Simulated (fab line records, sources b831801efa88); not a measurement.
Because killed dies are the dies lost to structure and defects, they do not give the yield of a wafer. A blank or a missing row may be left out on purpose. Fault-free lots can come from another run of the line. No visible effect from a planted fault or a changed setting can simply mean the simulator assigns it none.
Which tool did it?    flow sky130    13 lots with 36 wafers sampled at 3 steps, on a route of 708 steps

WHAT THE GAUGES READ, wafer by wafer
SKY_SD_P_OVL_MEAS_08. Usual: for SD_P_OVL the level is -1.2 nm and the standard deviation is 0.97.
lot   measured      on          SD_P_OVL (nm)   flag
L456  day 25 06:47  overlay-01  -0.4 -0.6 -1.1  
L455  day 25 06:58  overlay-02  -2.6 -1.0 -2.1  
L457  day 27 03:02  overlay-01  -2.2 -2.7 -3.2  
L458  day 27 04:16  overlay-01  -1.4 -1.3 -1.1  
L459  day 30 16:01  overlay-02  -0.9 -1.3 -1.8  
L460  day 30 18:13  overlay-01  -0.8 -1.3 -2.5  
L461  day 30 19:34  overlay-01  -2.1 -0.5 -1.5  
L462  day 30 20:32  overlay-01  -0.2 0.0 -1.4   
L469  day 31 05:35  overlay-01  -1.6            
L470  day 31 06:58  overlay-01  0.3 -0.6        
L474  day 31 19:32  overlay-01  -2.1 -2.7 -0.7  
L477  day 32 09:49  overlay-02  -0.3 0.0 -1.1   
L478  day 32 22:23  overlay-01  -3.6 -2.6 -1.3  

SKY_SD_N_RS_MEAS_16: the measuring method here is four-point-probe. Usual: for SD_N_RS the level is 68.58 ohm/sq and the standard deviation is 0.12.
lot   measured      on            SD_N_RS (ohm/sq)   flag
L456  day 27 17:07  filmMetro-02  68.47 68.47 68.40  
L455  day 27 18:08  filmMetro-03  68.45 68.51 68.71  
L457  day 29 12:11  filmMetro-03  68.61 68.46 68.47  
L458  day 29 13:38  filmMetro-03  68.48 68.66 68.61  
L459  day 33 00:02  filmMetro-03  68.41 68.60 68.39  
L460  day 33 02:05  filmMetro-03  68.54 68.60 68.59  
L461  day 33 03:04  filmMetro-02  68.55 68.73 68.72  
L462  day 33 04:55  filmMetro-04  68.56 68.54 68.64  
L469  day 33 12:41  filmMetro-02  68.45              
L470  day 33 13:43  filmMetro-02  68.72 68.85        
L474  day 34 01:37  filmMetro-03  68.50 68.57 68.59  
L477  day 34 15:55  filmMetro-03  68.45 68.54 68.68  
L478  day 35 05:01  filmMetro-04  68.64 68.57 68.77  

WHICH TOOL RAN EACH LOT (tool, then ch and the chambers of the sampled wafers, then the start)
lot   SKY_SD_N_RTA_14
L456  rtpAnneal-01 ch 0, day 27 16:56
L455  rtpAnneal-02 ch 0, day 27 17:58
L457  rtpAnneal-01 ch 0, day 29 12:01
L458  rtpAnneal-02 ch 0, day 29 13:28
L459  rtpAnneal-01 ch 0, day 32 23:52
L460  rtpAnneal-02 ch 0, day 33 01:55
L461  rtpAnneal-01 ch 0, day 33 02:52
L462  rtpAnneal-02 ch 0, day 33 04:44
L469  rtpAnneal-02 ch 0, day 33 12:29
L470  rtpAnneal-02 ch 0, day 33 13:31
L474  rtpAnneal-02 ch 0, day 34 01:25
L477  rtpAnneal-01 ch 0, day 34 15:44
L478  rtpAnneal-02 ch 0, day 35 04:49
- SKY_SD_N_RTA_14: time 2 s.

AS READ BY THE TOOLS THEMSELVES (means over the sampled wafers that have a number; for cases with no such wafer, the mark the record gives instead)
SKY_SD_N_RTA_14. Usual: lampPowerPct 15.73 %, standard deviation 0.048; wafer_temp_C_max 1078.0, standard deviation 1.3.
lot   tool          lampPowerPct (%)  wafer_temp_C_max  flag
L456  rtpAnneal-01  15.75             1077.8            
L455  rtpAnneal-02  15.73             1076.9            
L457  rtpAnneal-01  15.68             1078.4            
L458  rtpAnneal-02  15.68             1078.1            
L459  rtpAnneal-01  15.71             1077.1            
L460  rtpAnneal-02  15.73             1078.8            
L461  rtpAnneal-01  15.71             1078.0            
L462  rtpAnneal-02  15.69             1077.9            
L469  rtpAnneal-02  15.71             1080.5            
L470  rtpAnneal-02  15.68             1078.0            
L474  rtpAnneal-02  15.76             1079.8            
L477  rtpAnneal-01  15.73             1077.5            
L478  rtpAnneal-02  15.73             1077.0            

THE ANSWER, worked out from the rows above alone
Rule: a lot is off if the mean of its wafers that have a number lies more than 3 standard deviations from the usual mean. Also off: a lot with no number at a reading for which 4 or more lots have one. Where the step has rows for the other lots, those lots are counted as sound. Order of review: gauges by route order, followed by the tools' own readings, for which a lot's mean as printed above is used. The first step at which some lot is off is used, and at that step the reading that is off furthest; a lot without a number counts as furthest.
No lot is off on any of the readings shown, so nothing can be concluded from this.

WHAT HAD BEEN PUT IN BY THE SIMULATOR
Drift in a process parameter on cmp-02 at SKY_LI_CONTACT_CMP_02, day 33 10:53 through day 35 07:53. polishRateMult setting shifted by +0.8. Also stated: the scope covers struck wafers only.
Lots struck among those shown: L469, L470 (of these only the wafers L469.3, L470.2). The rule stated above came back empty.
